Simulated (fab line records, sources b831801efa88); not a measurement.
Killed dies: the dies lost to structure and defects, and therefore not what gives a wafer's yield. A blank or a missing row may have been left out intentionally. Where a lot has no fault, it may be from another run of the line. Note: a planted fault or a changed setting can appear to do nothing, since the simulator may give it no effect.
Struck lot and sound lot, side by side / flow sky130 / 14 out of 708 route steps
Sound: wafers L708.1, L708.2, L708.6. Wafers struck: L720.2, L720.3, L720.5. At the end, the cause is stated.
Each step with rows lists, per side, the tool, then ch with its chambers, then its first start. Under that, the readings that differ: sound wafers / struck wafers / difference of the means / sigmas: that difference in standard deviations of wafers without a fault.
alike: words and numbers the same on both sides, and readings whose means are apart by under 2 such deviations; not compared: readings that were withheld, readings missing a value for some wafer, numbers with overlapping values and no deviation given by the record, and bounds like >300 which may hide the same value.
Wherever a step has rows on one side only, a row that says differs or no value, or a row with sigmas, the two part there. Numbers that don't overlap but have no deviation are shown without sigmas and don't part them. Lack of a reading on every wafer of one side parts them only where that side has two or more wafers.

SKY_METAL4_SPUTTER_02: material AlCu, target thk 735 nm, time 39.1 s.
  sound on pvd sputter-04, day 41 21:19; struck on pvd sputter-01, day 44 19:26
  alike: throttle valve pct
SKY_METAL4_SPUTTER_03: material Ti, target thk 5 nm, time 3.3 s.
  sound on pvd sputter-04, day 41 21:21; struck on pvd sputter-01, day 44 19:28
  alike: throttle valve pct
SKY_METAL4_SPUTTER_04: material TiN, target thk 70 nm, time 58.3 s.
  sound on pvd sputter-04, day 41 21:22; struck on pvd sputter-01, day 44 19:29
  alike: throttle valve pct
SKY_CAP2M_CVD_00: deposits SiO2, target thk 15.5 nm.
  sound on pecvd-02 ch 0,1,2, day 41 21:25; struck on pecvd-04 ch 0,1,2, day 44 19:32
  alike: heater power w, rf fwd power W
SKY_CAP2M_THK_MEAS_01:
  sound on film metro-04, day 41 21:26; struck on film metro-04, day 44 19:34
  alike: CAP2M_CVD_00_THK
SKY_CAP2M_SPUTTER_02: material TiN, target thk 200 nm, time 166.7 s.
  sound on pvd sputter-03, day 41 21:29; struck on pvd sputter-02, day 44 19:37
  alike: throttle valve pct
SKY_CAP2M_RS_MEAS_03: a four-point-probe measurement.
  sound on film metro-01, day 41 21:36; struck on film metro-01, day 44 19:44
  alike: CAP2M_TIN_RS
SKY_CAP2M_THK_MEAS_04: measures by xrf.
  sound on film metro-01, day 41 21:43; struck on film metro-01, day 44 19:51
  alike: CAP2M_TIN_THK
then, 4 steps without rows for these wafers: SKY_CAP2M_DEHYDRATE_05 (time 60 s); SKY_CAP2M_HMDS_06 (prime time 60 s); SKY_CAP2M_COAT_07 (resist thk 1120 nm); SKY_CAP2M_SOFTBAKE_08 (time 60 s).
SKY_CAP2M_EXPOSE_09: exposes mask CAP2M, target cd 1000 nm.
  sound on iline stepper-01 ch 0, day 42 09:35; struck on iline stepper-02, day 45 06:50
  no value came back on the struck wafers for exposure dose mJ cm2, focus offset nm (nm), sigma outer; on the sound wafers exposure dose mJ cm2 reads 158.93 159.04 159.02
  alike: mask
next, for these wafers, 1 step has no rows: SKY_CAP2M_PEB_10.

WHERE THEY PART
At SKY_CAP2M_EXPOSE_09 and nowhere else, as far as this record goes.

WHY: what the simulator had put in
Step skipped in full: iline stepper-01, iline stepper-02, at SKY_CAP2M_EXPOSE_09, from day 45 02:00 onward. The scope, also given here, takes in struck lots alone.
